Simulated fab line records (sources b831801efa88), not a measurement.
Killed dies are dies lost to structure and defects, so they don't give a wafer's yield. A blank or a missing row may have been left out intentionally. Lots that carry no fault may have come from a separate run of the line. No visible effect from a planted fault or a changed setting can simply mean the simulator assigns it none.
2 desks looking at one fault	flow gf180mcu	only its own numbers are on each desk; what lay behind them is given at the end

## AT THE METROLOGY DESK
What the gauges read, lot by lot, whatever tool the lot ran on: means of the sampled wafers that have a number. Any lot whose mean is over 4 standard deviations away from the usual mean is out of limits and marked OUT; that distance is given in the brackets.
Columns: A = cd nm at GF_POLY_GATE_CD_MEAS_18, usual 279.7 nm; B = HV_LDD_RS at GF_HV_LDD_RS_MEAS_53, usual 418.4 ohm/sq
lot	first seen here	A	B
L158	day 9 06:21	280.4	418.2
L159	day 9 13:33	280.0	417.9
L160	day 9 18:52	278.9	418.3
L167	day 11 21:04	281.9	403.1 (-17) OUT
L168	day 12 08:39	280.5	402.8 (-17) OUT
L170	day 12 20:19	280.7	419.6
L171	day 13 00:31	278.9	417.5
L175	day 14 05:02	279.4	419.1
L176	day 14 17:02	281.6	419.2
L177	day 14 20:59	277.7	418.3
L178	day 15 17:09	279.3	417.0
L179	day 15 17:09	280.2	419.3
L181	day 16 01:19	277.9	417.8
Finding of this desk: L167, L168 out of limits, first seen on L167 at day 15 07:33 (HV_LDD_RS at GF_HV_LDD_RS_MEAS_53). L158, L159, L160, L170, L171, L175, L176, L177, L178, L179, L181 stayed within limits.

## FOR THE TOOL OWNER'S DESK: implanter-02
GF_HV_LDD_IMPLANT_33, tool's own readings: per-lot mean of the sampled wafers with a number, covering each lot this tool ran. Any lot whose mean is over 4 standard deviations away from the usual mean is out of limits and marked OUT; that distance is given in the brackets.
Columns: A = beam energy keV at GF_HV_LDD_IMPLANT_33, usual 60.001
lot	first seen here	A
L167	day 14 09:58	76.435 (+99 or more) OUT
L168	day 14 20:58	76.409 (+99 or more) OUT
L176	day 17 10:25	59.982
L178	day 18 13:34	59.988
L181	day 18 23:46	60.003
This desk finds L167, L168 out of limits, L167 being first, at day 14 09:58 (beam energy keV at GF_HV_LDD_IMPLANT_33). L176, L178, L181 stayed within limits.

## PUT TOGETHER
The tool owner's desk had the chance to raise an alarm at day 14 09:58 on L167, L168.
An alarm was possible from the metrology desk at day 15 07:33, on L167, L168.
The lots listed all ran GF_HV_LDD_IMPLANT_33 on implanter-02.

## WHAT HAD BEEN PUT IN BY THE SIMULATOR
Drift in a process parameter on implanter-02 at GF_HV_LDD_IMPLANT_33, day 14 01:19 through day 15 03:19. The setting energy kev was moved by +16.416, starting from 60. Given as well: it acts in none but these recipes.
Struck lots among those shown: L167, L168.
Fault start to first reading out of limits, in hours, per desk: tool owner, 9; metrology, 30.
